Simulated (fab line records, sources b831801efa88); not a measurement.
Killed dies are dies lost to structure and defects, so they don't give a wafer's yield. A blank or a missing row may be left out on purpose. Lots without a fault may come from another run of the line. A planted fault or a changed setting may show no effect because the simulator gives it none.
Which tool did it? | flow sky130 | 15 lots, 45 wafers sampled, at 4 steps of a route of 708

WHAT THE GAUGES READ, wafer by wafer
SKY_VIA4_RS_MEAS_19: measures by four-point-probe.
lot  | measured     | on            | VIA4_W_RS (ohm/sq)
L454 | day 43 09:32 | film_metro-03 | 0.2314 0.2247 0.2295
L455 | day 43 20:48 | film_metro-04 | 0.2259 0.2268 0.2280
L456 | day 44 02:11 | film_metro-01 | 0.2274 0.2300 0.2276
L458 | day 44 11:00 | film_metro-03 | 0.2266 0.2260 0.2283
L459 | day 44 20:08 | film_metro-01 | 0.2271 0.2258 0.2272
L461 | day 45 04:44 | film_metro-01 | 0.2297 0.2306 0.2294
L466 | day 46 10:16 | film_metro-01 | 58.786 57.306 58.824
L467 | day 46 22:34 | film_metro-03 | 58.840 58.467 58.409
L468 | day 47 05:03 | film_metro-04 | 56.975 57.054 57.854
L469 | day 47 10:27 | film_metro-01 | 0.2303 0.2290 0.2262
L472 | day 47 18:39 | film_metro-03 | 0.2296 0.2328 0.2318
L473 | day 48 00:31 | film_metro-03 | 0.2272 0.2299 0.2283
L474 | day 48 12:14 | film_metro-01 | 0.2261 0.2239 0.2255
L475 | day 48 20:14 | film_metro-04 | 0.2288 0.2258 0.2258
L476 | day 49 02:17 | film_metro-03 | 0.2278 0.2294 0.2279

SKY_VIA4_THK_MEAS_20: measures by xrf.
lot  | measured     | on            | VIA4_W_THK (nm)
L454 | day 43 09:38 | film_metro-03 | 487 501 492
L455 | day 43 20:55 | film_metro-04 | 497 499 493
L456 | day 44 02:19 | film_metro-01 | 504 500 503
L458 | day 44 11:07 | film_metro-03 | 498 504 498
L459 | day 44 20:15 | film_metro-01 | 502 507 501
L461 | day 45 04:50 | film_metro-01 | 492 491 496
L466 | day 46 10:22 | film_metro-01 | <0 - -
L467 | day 46 22:40 | film_metro-03 | - <0 -
L468 | day 47 05:08 | film_metro-04 | - - -
L469 | day 47 10:34 | film_metro-01 | 487 495 500
L472 | day 47 18:46 | film_metro-03 | 494 486 486
L473 | day 48 00:38 | film_metro-03 | 493 487 493
L474 | day 48 12:22 | film_metro-01 | 506 508 509
L475 | day 48 20:21 | film_metro-04 | 491 496 496
L476 | day 49 02:23 | film_metro-03 | 489 486 490

WHICH TOOL RAN EACH LOT (tool, then ch and the chambers of the sampled wafers, then the start)
lot  | SKY_VIA4_STRIP_13                    | SKY_VIA4_CVD_18
L454 | plasma_asher-01 ch 0,1, day 43 08:43 | cvd_w-01 ch 0,1, day 43 09:23
L455 | plasma_asher-03 ch 0,1, day 43 19:59 | cvd_w-02 ch 0,1, day 43 20:39
L456 | plasma_asher-03 ch 0,1, day 44 01:23 | cvd_w-01 ch 0,1, day 44 02:02
L458 | plasma_asher-03 ch 0,1, day 44 10:11 | cvd_w-02 ch 0,1, day 44 10:50
L459 | plasma_asher-04 ch 0,1, day 44 19:20 | cvd_w-02 ch 0, day 44 19:59
L461 | plasma_asher-01 ch 0,1, day 45 03:53 | cvd_w-01 ch 0,1, day 45 04:35
L466 | plasma_asher-01 ch 0,1, day 46 09:25 | cvd_w-02 ch 0,1, day 46 10:08
L467 | plasma_asher-03 ch 0,1, day 46 21:44 | cvd_w-02 ch 0,1, day 46 22:23
L468 | plasma_asher-04 ch 0,1, day 47 04:04 | cvd_w-01 ch 1, day 47 04:50
L469 | plasma_asher-01 ch 0,1, day 47 09:38 | cvd_w-02 ch 0,1, day 47 10:18
L472 | plasma_asher-01 ch 0,1, day 47 17:50 | cvd_w-01 ch 0,1, day 47 18:29
L473 | plasma_asher-04 ch 0,1, day 47 23:17 | cvd_w-01 ch 0,1, day 48 00:22
L474 | plasma_asher-01 ch 0,1, day 48 11:26 | cvd_w-02 ch 0,1, day 48 12:05
L475 | plasma_asher-01 ch 0,1, day 48 18:47 | cvd_w-02 ch 0,1, day 48 20:04
L476 | plasma_asher-03 ch 0,1, day 49 01:28 | cvd_w-02 ch 0,1, day 49 02:08
- SKY_VIA4_STRIP_13: strips in O2/N2.
- SKY_VIA4_CVD_18: deposits W, target thk 505 nm, time 152.14 s.

WHAT THE TOOLS THEMSELVES READ (means of the sampled wafers that have a number; where no wafer has one, the mark that the record gives instead)
SKY_VIA4_STRIP_13.
lot  | tool            | drypump_motor_current_A (A) | oes_product_au (a.u.) | strip_time_to_endpoint_s (s)
L454 | plasma_asher-01 | 5.66                        | 0.709                 | 12.802
L455 | plasma_asher-03 | 5.55                        | 0.712                 | 12.809
L456 | plasma_asher-03 | 5.57                        | 0.709                 | 12.784
L458 | plasma_asher-03 | 5.55                        | 0.710                 | 12.799
L459 | plasma_asher-04 | 5.77                        | 0.708                 | 12.795
L461 | plasma_asher-01 | 5.57                        | 0.705                 | 12.761
L466 | plasma_asher-01 | 5.67                        | 0.705                 | 12.817
L467 | plasma_asher-03 | 5.69                        | 0.710                 | 12.830
L468 | plasma_asher-04 | 5.83                        | 0.709                 | 12.785
L469 | plasma_asher-01 | 5.66                        | 0.711                 | 12.812
L472 | plasma_asher-01 | 5.65                        | 0.709                 | 12.807
L473 | plasma_asher-04 | 5.82                        | 0.713                 | 12.820
L474 | plasma_asher-01 | 5.57                        | 0.709                 | 12.801
L475 | plasma_asher-01 | 5.55                        | 0.711                 | 12.790
L476 | plasma_asher-03 | 5.70                        | 0.706                 | 12.788

SKY_VIA4_CVD_18.
lot  | tool     | chamber_pressure_Torr (Torr) | heater_power_outer_w (W) | heater_power_w (W)
L454 | cvd_w-01 | 39.94                        | 526                      | 880
L455 | cvd_w-02 | 40.03                        | 467                      | 761
L456 | cvd_w-01 | 40.04                        | 527                      | 890
L458 | cvd_w-02 | 39.94                        | 469                      | 760
L459 | cvd_w-02 | 39.94                        | 479                      | 712
L461 | cvd_w-01 | 39.98                        | 526                      | 886
L466 | cvd_w-02 | -                            | -                        | -
L467 | cvd_w-02 | -                            | -                        | -
L468 | cvd_w-01 | -                            | -                        | -
L469 | cvd_w-02 | 40.01                        | 467                      | 765
L472 | cvd_w-01 | 40.00                        | 527                      | 901
L473 | cvd_w-01 | 40.07                        | 526                      | 888
L474 | cvd_w-02 | 39.89                        | 473                      | 734
L475 | cvd_w-02 | 39.98                        | 471                      | 774
L476 | cvd_w-02 | 39.98                        | 477                      | 745

THE ANSWER, worked out from the rows above alone
Rule: what is usual is taken from the lots themselves. Put in order of their means at a reading, lots are off if they are a third of the lots or fewer, leave a main group of 4 or more, and stand apart from it by a gap of 3 or more times the standard deviation of the main group's means; of several such gaps the widest counts. A main group whose means are all the same, to the digits that the tables above print for the reading, isn't used. A lot without any number at a reading at which 4 lots or more have one is off too. The other lots that the step has rows for count as sound. The gauges are gone through in route order, then the tools' own readings, and for those a lot's mean is taken as printed above. The first step at which some lot is off is used, and at that step the reading that is off furthest; a lot without a number counts as furthest.
Off: L466, L467, L468, at SKY_VIA4_RS_MEAS_19 (VIA4_W_RS). The main group: mean 0.2280 ohm/sq, standard deviation 0.0016.
A tool fits if, at a process step before that reading, it ran every lot that is off, and no sound lot after the first of them. The gauges at SKY_VIA4_RS_MEAS_19 aren't tried: what is off there is off at SKY_VIA4_CVD_18 too, on other tools, and a gauge's error can't cause that. None of those tried fits.

WHAT THE SIMULATOR HAD PUT IN
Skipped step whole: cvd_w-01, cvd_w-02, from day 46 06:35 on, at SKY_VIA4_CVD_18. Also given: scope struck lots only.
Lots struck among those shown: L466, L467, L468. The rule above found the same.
